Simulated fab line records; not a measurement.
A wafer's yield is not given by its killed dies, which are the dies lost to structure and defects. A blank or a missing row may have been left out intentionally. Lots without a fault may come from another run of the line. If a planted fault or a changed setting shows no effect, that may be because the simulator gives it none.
Which tool is to blame?    flow gf180mcu    72 wafers from 24 lots sampled at 3 of the route's 602 steps

## WHAT THE GAUGES SHOWED, per wafer
GF_M1_CD_MEAS_14 targets a cd of 230 nm.
lot   measured      on        cdNm (nm)
L074  day 17 08:10  cdSem-02  229.8 229.5 229.2
L075  day 17 14:11  cdSem-01  229.3 229.9 228.3
L076  day 18 02:24  cdSem-01  228.1 229.1 228.5
L077  day 18 05:30  cdSem-02  230.9 231.8 231.2
L079  day 19 01:43  cdSem-01  228.0 227.9 227.4
L078  day 19 05:24  cdSem-02  228.4 227.9 227.9
L080  day 19 10:17  cdSem-02  232.0 232.8 231.2
L081  day 19 18:52  cdSem-02  229.0 230.3 230.8
L082  day 20 03:25  cdSem-01  230.1 231.2 229.9
L083  day 20 21:27  cdSem-02  229.2 229.2 228.8
L084  day 21 05:08  cdSem-01  231.7 230.9 231.0
L085  day 21 14:18  cdSem-02  229.0 228.8 228.5
L086  day 21 16:34  cdSem-02  228.4 229.2 228.2
L087  day 22 08:25  cdSem-01  232.8 232.9 232.6
L088  day 22 16:33  cdSem-01  231.7 231.9 231.6
L089  day 23 01:53  cdSem-02  229.0 228.5 228.7
L090  day 23 02:14  cdSem-02  231.8 232.1 231.6
L091  day 23 13:11  cdSem-01  230.7 228.8 229.9
L092  day 23 20:52  cdSem-01  231.3 231.0 230.4
L093  day 24 02:46  cdSem-02  231.2 230.2 230.9
L094  day 24 14:58  cdSem-02  230.9 229.6 230.0
L095  day 24 16:13  cdSem-02  227.9 229.7 228.8
L096  day 25 02:04  cdSem-01  229.5 229.8 228.2
L097  day 25 05:41  cdSem-01  232.3 231.7 231.2

GF_V1_THK_MEAS_03.
lot   measured      on            V1_CVD_02_THK (nm)
L074  day 17 09:12  filmMetro-03  834 861 840
L075  day 17 15:11  filmMetro-03  837 845 856
L076  day 18 03:27  filmMetro-04  831 859 860
L077  day 18 06:31  filmMetro-03  841 827 852
L079  day 19 02:47  filmMetro-03  859 861 848
L078  day 19 06:26  filmMetro-04  844 848 834
L080  day 19 11:17  filmMetro-04  847 839 848
L081  day 19 19:53  filmMetro-03  851 828 848
L082  day 20 04:27  filmMetro-01  844 829 848
L083  day 20 22:29  filmMetro-04  833 864 844
L084  day 21 06:07  filmMetro-01  833 857 845
L085  day 21 15:22  filmMetro-03  838 854 870
L086  day 21 17:36  filmMetro-04  854 872 854
L087  day 22 09:29  filmMetro-03  833 848 835
L088  day 22 17:34  filmMetro-03  856 837 856
L089  day 23 02:55  filmMetro-04  866 865 859
L090  day 23 03:13  filmMetro-04  853 838 864
L091  day 23 14:17  filmMetro-01  831 853 845
L092  day 23 21:57  filmMetro-01  831 827 839
L093  day 24 03:47  filmMetro-03  856 850 848
L094  day 24 16:22  filmMetro-04  838 835 861
L095  day 24 17:13  filmMetro-04  843 859 874
L096  day 25 03:04  filmMetro-01  841 856 835
L097  day 25 06:41  filmMetro-04  830 855 852

GF_V2_THK_MEAS_03.
lot   measured      on            V2_CVD_02_THK (nm)
L074  day 19 12:05  filmMetro-04  853 863 870
L075  day 19 18:16  filmMetro-03  819 845 849
L076  day 20 07:42  filmMetro-04  810 846 824
L077  day 20 09:51  filmMetro-02  854 843 864
L079  day 21 07:04  filmMetro-02  848 841 861
L078  day 21 10:34  filmMetro-02  839 849 838
L080  day 21 14:55  filmMetro-03  849 844 860
L081  day 22 03:37  filmMetro-03  848 818 834
L082  day 22 06:48  filmMetro-04  837 831 846
L083  day 23 01:05  filmMetro-04  837 841 859
L084  day 23 07:01  filmMetro-02  848 858 846
L085  day 23 15:31  filmMetro-04  853 879 870
L086  day 23 19:13  filmMetro-03  815 861 828
L087  day 24 10:01  filmMetro-02  851 867 846
L088  day 24 18:42  filmMetro-03  824 839 842
L089  day 25 02:59  filmMetro-03  838 855 860
L090  day 25 04:07  filmMetro-04  840 856 846
L091  day 25 14:20  filmMetro-02  845 844 856
L092  day 25 21:33  filmMetro-04  840 806 834
L093  day 26 03:08  filmMetro-03  847 847 842
L094  day 26 14:43  filmMetro-04  835 833 845
L095  day 26 15:02  filmMetro-04  846 829 864
L096  day 27 00:06  filmMetro-02  835 850 868
L097  day 27 03:16  filmMetro-04  854 858 839

## WHAT TOOL EACH LOT RAN ON (gives the tool, then ch and the chambers of the sampled wafers, and finally the start)
No process step before these readings appears in the record.

## WHAT THE TOOLS THEMSELVES READ (means of the sampled wafers that have a number; where no wafer has one, the mark that the record gives instead)
The record holds no such reading with a usual standard deviation.

## THE ANSWER, worked out from the rows above alone
Rule: what is usual is taken from the lots themselves. Put in order of their means at a reading, lots are off if they are a third of the lots or fewer, leave a main group of 4 or more, and stand apart from it by a gap of 3 or more times the standard deviation of the main group's means; of several such gaps the widest counts. The tables above print the reading to a certain number of digits; a main group whose means all agree to those digits is not used. A lot without any number at a reading at which 4 lots or more have one is off too. Any other lot the step has rows for is counted as sound. After the gauges, taken in route order, come the tools' own readings; for these a lot's mean is taken, as printed above. At the first step where some lot is off, the reading lying furthest off is the one used; lots without a number count as furthest.
None of the lots is off at any reading shown; this tells nothing.

## WHAT THE SIMULATOR HAD PUT IN
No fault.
